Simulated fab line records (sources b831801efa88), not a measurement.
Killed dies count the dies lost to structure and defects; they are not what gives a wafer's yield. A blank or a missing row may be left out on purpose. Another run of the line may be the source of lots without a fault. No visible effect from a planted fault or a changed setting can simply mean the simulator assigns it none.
Which tool did it? | flow sky130 | Sampling: 9 lots, 27 wafers, 6 of 708 route steps

== WHAT THE GAUGES SHOWED, per wafer ==
SKY_CAP2M_RS_MEAS_03: measurement is done with a four-point probe.
lot  | measured     | on            | CAP2M_TIN_RS (ohm/sq)
L309 | day 40 10:08 | film metro-04 | 6.92 6.89 6.85
L310 | day 40 17:44 | film metro-01 | 6.88 6.87 6.91
L314 | day 41 21:01 | film metro-01 | 6.90 6.93 6.98
L319 | day 43 08:49 | film metro-03 | 6.96 6.94 6.88
L325 | day 44 23:23 | film metro-01 | 6.47 6.79 6.39 6.46 6.76 6.40
L326 | day 45 00:20 | film metro-04 | 6.56 6.93 6.57 6.55 6.94 6.56
L327 | day 45 11:46 | film metro-04 | 6.87 6.87 6.87
L328 | day 45 16:03 | film metro-01 | 6.84 6.85 6.82
L330 | day 46 00:04 | film metro-04 | 6.92 6.94 6.98

SKY_CAP2M_THK_MEAS_04: measures by xrf.
lot  | measured     | on            | CAP2M_TIN_THK (nm)
L309 | day 40 10:15 | film metro-04 | 202.0 200.6 202.0
L310 | day 40 17:51 | film metro-01 | 201.9 202.3 200.7
L314 | day 41 21:07 | film metro-01 | 200.7 199.5 197.9
L319 | day 43 08:56 | film metro-03 | 197.5 198.5 200.1
L325 | day 45 04:34 | film metro-01 | 214.4 205.0 216.7 214.9 204.5 217.0
L326 | day 45 06:58 | film metro-04 | 210.3 200.1 211.4 210.6 199.8 210.5
L327 | day 45 11:53 | film metro-04 | 200.7 201.3 201.7
L328 | day 45 16:10 | film metro-01 | 203.6 203.3 203.5
L330 | day 46 00:10 | film metro-04 | 198.9 199.8 198.3

== EACH LOT AND THE TOOL THAT RAN IT (in order: tool; ch and the chambers of the sampled wafers; start) ==
lot  | SKY_VIA3_ETCH_14                   | SKY_METAL4_SPUTTER_03        | SKY_CAP2M_CVD_00                | SKY_CAP2M_SPUTTER_02
L309 | rie diel-02 ch 0,2,3, day 40 08:26 | pvd sputter-04, day 40 09:52 | pecvd-01 ch 1,2, day 40 09:56   | pvd sputter-02, day 40 10:01
L310 | rie diel-02 ch 1,2, day 40 16:01   | pvd sputter-02, day 40 17:28 | pecvd-04 ch 0,2, day 40 17:32   | pvd sputter-03, day 40 17:37
L314 | rie diel-03 ch 0,1,2, day 41 19:17 | pvd sputter-01, day 41 20:44 | pecvd-01 ch 0,1,2, day 41 20:48 | pvd sputter-02, day 41 20:53
L319 | rie diel-01 ch 1,2,3, day 43 07:05 | pvd sputter-01, day 43 08:32 | pecvd-01 ch 0,2, day 43 08:35   | pvd sputter-02, day 43 08:41
L325 | rie diel-01 ch 1,2, day 44 21:38   | pvd sputter-04, day 44 23:06 | pecvd-01 ch 0,1, day 44 23:10   | pvd sputter-02, day 44 23:15
L326 | rie diel-03 ch 0,1, day 44 22:35   | pvd sputter-01, day 45 00:04 | pecvd-04 ch 0,1, day 45 00:08   | pvd sputter-02, day 45 00:13
L327 | rie diel-01 ch 0,2, day 45 09:56   | pvd sputter-02, day 45 11:30 | pecvd-04 ch 0,1, day 45 11:34   | pvd sputter-01, day 45 11:39
L328 | rie diel-02 ch 0,2, day 45 14:20   | pvd sputter-04, day 45 15:46 | pecvd-04 ch 1,2, day 45 15:50   | pvd sputter-03, day 45 15:55
L330 | rie diel-03 ch 0,2,3, day 45 22:20 | pvd sputter-04, day 45 23:47 | pecvd-01 ch 0,1, day 45 23:51   | pvd sputter-03, day 45 23:56
- SKY_VIA3_ETCH_14: etches BARC in N2/H2, stops on SiO2, time 45.9 s, target depth 60 nm.
- SKY_METAL4_SPUTTER_03: material Ti, target thk 5 nm, time 3.3 s.
- SKY_CAP2M_CVD_00: deposits SiO2, target thk 15.5 nm.
- SKY_CAP2M_SPUTTER_02: material TiN, target thk 200 nm, time 166.7 s.

== WHAT THE TOOLS THEMSELVES READ (means of the sampled wafers that have a number; where no wafer has one, the mark that the record gives instead) ==
SKY_VIA3_ETCH_14.
lot  | tool        | drypump motor current A (A) | oes product au (a.u.) | throttle valve pct (%)
L309 | rie diel-02 | 6.1                         | 0.852                 | 13.230
L310 | rie diel-02 | 5.6                         | 0.854                 | 13.218
L314 | rie diel-03 | 5.5                         | 0.856                 | 13.222
L319 | rie diel-01 | 5.9                         | 0.860                 | 13.223
L325 | rie diel-01 | 5.8                         | 0.863                 | 13.217
L326 | rie diel-03 | 5.9                         | 0.854                 | 13.232
L327 | rie diel-01 | 5.7                         | 0.853                 | 13.218
L328 | rie diel-02 | 6.1                         | 0.850                 | 13.222
L330 | rie diel-03 | 5.7                         | 0.852                 | 13.222

SKY_METAL4_SPUTTER_03.
lot  | tool           | cathode dc power W (W) | throttle valve pct (%)
L309 | pvd sputter-04 | 2999.9                 | 30.2
L310 | pvd sputter-02 | 3000.1                 | 30.6
L314 | pvd sputter-01 | 3000.1                 | 29.6
L319 | pvd sputter-01 | 3000.3                 | 30.5
L325 | pvd sputter-04 | 3000.1                 | 30.0
L326 | pvd sputter-01 | 3000.0                 | 30.1
L327 | pvd sputter-02 | 3000.3                 | 30.5
L328 | pvd sputter-04 | 3000.1                 | 29.8
L330 | pvd sputter-04 | 3000.3                 | 30.2

SKY_CAP2M_CVD_00.
lot  | tool     | heater power w (W)
L309 | pecvd-01 | 817
L310 | pecvd-04 | 588
L314 | pecvd-01 | 718
L319 | pecvd-01 | 584
L325 | pecvd-01 | 696
L326 | pecvd-04 | 701
L327 | pecvd-04 | 685
L328 | pecvd-04 | 564
L330 | pecvd-01 | 647

SKY_CAP2M_SPUTTER_02.
lot  | tool           | cathode dc power W (W) | throttle valve pct (%)
L309 | pvd sputter-02 | 6500.8                 | 30.6
L310 | pvd sputter-03 | 6500.0                 | 30.6
L314 | pvd sputter-02 | 6500.4                 | 30.7
L319 | pvd sputter-02 | 6499.8                 | 30.9
L325 | pvd sputter-02 | 6499.9                 | 30.2
L326 | pvd sputter-02 | 6499.1                 | 30.8
L327 | pvd sputter-01 | 6500.1                 | 29.8
L328 | pvd sputter-03 | 6500.7                 | 30.0
L330 | pvd sputter-03 | 6499.9                 | 30.2

== THE ANSWER, worked out from the rows above alone ==
Rule: what is usual is taken from the lots themselves. The widest of any qualifying gaps counts: lots, ordered by their means at a reading, are off when they make up no more than a third of the lots, leave a main group of 4 or more, and stand apart from it by 3 or more times the standard deviation of that group's means. The tables above print the reading to a certain number of digits; a main group whose means all agree to those digits is not used. Also off: a lot with no number at a reading for which 4 or more lots have one. Any other lot the step has rows for is counted as sound. After the gauges, taken in route order, come the tools' own readings; for these a lot's mean is taken, as printed above. At the first step where some lot is off, the reading lying furthest off is the one used; lots without a number count as furthest.
Off: at SKY_CAP2M_RS_MEAS_03 (CAP2M_TIN_RS), L325, L326. The main group: mean 6.90 ohm/sq, standard deviation 0.037.
A tool fits if, at a process step before that reading, it ran every lot that is off, and no sound lot after the first of them. Gauges at SKY_CAP2M_RS_MEAS_03: tried the same way as those tools. One fits: pvd sputter-02 at SKY_CAP2M_SPUTTER_02. Its last sound lot is L319 (day 43 08:41), its first lot that is off L325 (day 44 23:15): a fault that began between those two fits.

== WHAT HAD BEEN PUT IN BY THE SIMULATOR ==
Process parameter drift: pvd sputter-02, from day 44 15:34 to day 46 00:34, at SKY_CAP2M_SPUTTER_02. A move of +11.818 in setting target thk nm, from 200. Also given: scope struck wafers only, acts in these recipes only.
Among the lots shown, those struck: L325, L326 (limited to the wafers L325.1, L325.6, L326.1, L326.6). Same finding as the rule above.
